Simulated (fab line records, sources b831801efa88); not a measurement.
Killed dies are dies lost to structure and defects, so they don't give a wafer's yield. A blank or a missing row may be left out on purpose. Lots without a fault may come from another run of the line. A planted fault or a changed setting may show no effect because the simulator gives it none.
Which tool did it? | flow sky130 | 10 lots, 30 wafers sampled, at 4 steps of a route of 708

WHAT THE GAUGES READ, wafer by wafer
SKY_VIA4_RS_MEAS_19: measures by four-point-probe.
lot  | measured     | on            | VIA4_W_RS (ohm/sq)
L210 | day 43 18:35 | film_metro-02 | 0.232 0.234 0.232
L213 | day 43 18:53 | film_metro-01 | 0.112 0.112 0.113
L214 | day 44 01:35 | film_metro-03 | 0.232 0.233 0.232
L215 | day 44 08:36 | film_metro-01 | 0.113 0.114 0.114
L216 | day 44 15:47 | film_metro-02 | 0.115 0.115 0.114
L219 | day 45 14:51 | film_metro-03 | 0.235 0.234 0.233
L225 | day 46 22:01 | film_metro-02 | 0.225 0.220 0.224
L229 | day 48 09:05 | film_metro-01 | 0.231 0.234 0.233
L230 | day 48 12:17 | film_metro-01 | 0.226 0.227 0.228
L227 | day 48 13:17 | film_metro-03 | 0.231 0.228 0.231

WHICH TOOL RAN EACH LOT (tool, then ch and the chambers of the sampled wafers, then the start)
lot  | SKY_METAL4_DESCUM_15              | SKY_VIA4_CMP_02               | SKY_VIA4_CVD_18
L210 | rie_metal-04 ch 0,1, day 42 16:22 | cmp-02 ch 0,1,2, day 42 17:35 | cvd_w-02 ch 0,1, day 43 18:20
L213 | rie_metal-03 ch 0,1, day 42 16:53 | cmp-01 ch 0,1,2, day 42 18:11 | cvd_w-01 ch 0,1, day 43 18:26
L214 | rie_metal-01 ch 1, day 43 00:19   | cmp-02 ch 0,1,2, day 43 01:39 | cvd_w-02 ch 0,1, day 44 01:26
L215 | rie_metal-01 ch 0,1, day 43 08:40 | cmp-01 ch 1,3, day 43 09:53   | cvd_w-02 ch 0,1, day 44 08:08
L216 | rie_metal-04 ch 0,1, day 43 15:07 | cmp-02 ch 0,2,3, day 43 16:22 | cvd_w-02 ch 0,1, day 44 15:20
L219 | rie_metal-01 ch 0,1, day 44 13:37 | cmp-01 ch 0,3, day 44 16:13   | cvd_w-02 ch 0,1, day 45 14:41
L225 | rie_metal-04 ch 0,1, day 45 22:50 | cmp-01 ch 0,1,2, day 46 00:03 | cvd_w-01 ch 0,1, day 46 21:52
L229 | rie_metal-01 ch 1, day 47 11:29   | cmp-01 ch 0,1,3, day 47 12:41 | cvd_w-02 ch 0,1, day 48 08:56
L230 | rie_metal-01 ch 0,1, day 47 14:08 | cmp-02 ch 1,2, day 47 15:37   | cvd_w-02 ch 0,1, day 48 12:07
L227 | rie_metal-01 ch 0,1, day 47 14:29 | cmp-02 ch 0,1,3, day 47 15:58 | cvd_w-01 ch 0,1, day 48 13:08
- SKY_METAL4_DESCUM_15: chemistry O2, time 8 s.
- SKY_VIA4_CMP_02: polishes SiO2.
- SKY_VIA4_CVD_18: deposits W, target thk 505 nm, time 152.14 s.

THE ANSWER, worked out from the rows above alone
Rule: what is usual is taken from the lots themselves. Put in order of their means at a reading, lots are off if they are a third of the lots or fewer, leave a main group of 4 or more, and stand apart from it by a gap of 3 or more times the standard deviation of the main group's means; of several such gaps the widest counts. A main group whose means are all the same, to the digits that the tables above print for the reading, isn't used. A lot without any number at a reading at which 4 lots or more have one is off too. The other lots that the step has rows for count as sound.
Off: L213, L215, L216, at SKY_VIA4_RS_MEAS_19 (VIA4_W_RS). The main group: mean 0.230 ohm/sq, standard deviation 0.0037.
A tool fits if, at a process step before that reading, it ran every lot that is off, and no sound lot after the first of them. The gauges at SKY_VIA4_RS_MEAS_19 are tried like those tools. None of those tried fits.

WHAT THE SIMULATOR HAD PUT IN
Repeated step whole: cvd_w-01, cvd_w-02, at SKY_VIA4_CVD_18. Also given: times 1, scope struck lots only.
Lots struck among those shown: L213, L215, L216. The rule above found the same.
